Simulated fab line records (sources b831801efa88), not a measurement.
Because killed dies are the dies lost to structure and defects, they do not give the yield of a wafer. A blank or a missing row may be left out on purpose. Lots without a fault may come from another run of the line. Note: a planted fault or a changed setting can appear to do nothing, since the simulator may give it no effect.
A lot that was struck, set against a sound lot | flow sky130 | 16 out of 708 route steps
Sound: the wafers L535.2, L535.4, L535.6. Struck: wafers L552.1, L552.2, L552.3. The cause is given at the end.
For every step that has rows: the tool of each side, followed by ch and its chambers, followed by its first start. Under that, the readings that differ: sound wafers | struck wafers | difference of the means | sigmas: that difference in standard deviations of wafers without a fault.
alike: same words and numbers on both sides, and readings whose means sit less than 2 such deviations apart. not compared: any withheld reading, any reading some wafer has no value for, any bound like >300 that may hide the same value, and any number with overlapping values for which the record gives no deviation.
Wherever a step has rows on one side only, a row that says differs or no value, or a row with sigmas, the two part there. Non-overlapping numbers with no deviation appear without sigmas and do not part them. A reading missing from all wafers of one side parts the sides only when that side holds two or more wafers.

first, 3 steps without rows for these wafers: SKY_METAL2_EXPOSE_12 (exposes mask MM2, target cd 140 nm); SKY_METAL2_PEB_13; SKY_METAL2_DEVELOP_14 (develop time 60 s).
SKY_METAL2_CD_MEAS_15: target cd 140 nm.
  sound on cdSem-02, day 38 04:26; struck on cdSem-01, day 42 14:55
  alike: cdNm
SKY_METAL2_OVL_MEAS_16:
  sound on overlay-01, day 38 04:32; struck on overlay-01, day 42 15:02
  alike: METAL2_OVL
SKY_METAL2_DESCUM_17: chemistry O2, time 8 s.
  sound on rieMetal-03 ch 0,1, day 38 04:34; struck on rieMetal-04 ch 0,1, day 42 15:04
  alike: drypumpMotorCurrentA, oesProductAu
  not compared: rfHoursCounterH
SKY_METAL2_ETCH_18: etches BARC in N2/H2, stops on SiO2, time 45.9 s, target depth 60 nm.
  sound on rieMetal-03 ch 0,1, day 38 04:36; struck on rieMetal-04 ch 0,1, day 42 15:07
  alike: drypumpMotorCurrentA, oesProductAu, throttleValvePct
  not compared: rfHoursCounterH
SKY_METAL2_METAL_ETCH_19: etches the open film in Cl2/BCl3, stops on SiO2, target depth 360 nm, time 78 s.
  sound on rieMetal-03 ch 0,1, day 38 04:40; struck on rieMetal-04 ch 0,1, day 42 15:10
  alike: bcl3FlowSccm, drypumpMotorCurrentA, oesProductAu, throttleValvePct
  not compared: rfHoursCounterH
SKY_METAL2_STRIP_20: strips in O2/N2.
  sound on plasmaAsher-02 ch 0,1, day 38 04:46; struck on plasmaAsher-04 ch 0,1, day 42 15:16
  alike: drypumpMotorCurrentA, oesProductAu, stripTimeToEndpointS
  not compared: rfHoursCounterH
then, 3 steps without rows for these wafers: SKY_METAL2_STRIP_21 (strips in post etch residue remover, time 1200 s); SKY_METAL2_CLEAN_22 (cleans in IPA, time 180 s); SKY_METAL2_CLEAN_23 (cleans in O3/DIW).
SKY_VIA2_HDPCVD_00: deposits SiO2, target thk 1180 nm, time 196.7 s.
  sound on hdpcvd-02 ch 0,1, day 38 05:23; struck on hdpcvd-01 ch 0,1,2, day 42 15:51
reading                                 | sound          | struck            | difference | sigmas
model.SiO2_of_VIA2_HDPCVD_00.thkNm (nm) | 1162 1171 1162 | 815.1 823.9 801.3 | -351.6     | 
SKY_VIA2_THK_MEAS_01:
  sound on filmMetro-03, day 38 05:31; struck on filmMetro-01, day 42 15:59
reading              | sound          | struck      | difference | sigmas
VIA2_HDPCVD_THK (nm) | 1162 1172 1163 | 815 824 801 | -352       | -29
SKY_VIA2_CMP_02: polishes SiO2.
  sound on cmp-01 ch 1,3, day 38 05:37; struck on cmp-02 ch 0,1,3, day 42 16:02
  alike: headPressurePsi, motorCurrentA
-- the record jumps here: 9 days lie between the struck wafers' starts before and after (it left off in module VIA2 and takes up again in module PAD_OPEN, whose first step shown is number 708 of the route) --
SKY_PAD_OPEN_PROBE_99:
  sound on prober-02, day 48 13:34; struck on prober-01, day 51 17:01
reading                           | sound                | struck               | difference | sigmas
model.etest.met3Comb.leakLog10AUm | -12.04 -11.96 -11.89 | -11.86 -11.75 -11.38 | +0.30      | 
  alike: defectLimitedYield, killed_at_M0_to_M3, killed_at_M4_up, killedAtContacts, killedAtFrontEnd, killedAtOther, killedDies, killedOpen, killedShort, sort_bin_3_pad_short, sort_bin_5_function, sort_bin_6_memory, sortNPass, sortYieldPct

== WHERE THEY PART ==
Within this record, at SKY_VIA2_THK_MEAS_01 only. Later steps at which nothing parts them and some readings are alike: SKY_VIA2_CMP_02, SKY_PAD_OPEN_PROBE_99.

WHY: what the simulator had put in
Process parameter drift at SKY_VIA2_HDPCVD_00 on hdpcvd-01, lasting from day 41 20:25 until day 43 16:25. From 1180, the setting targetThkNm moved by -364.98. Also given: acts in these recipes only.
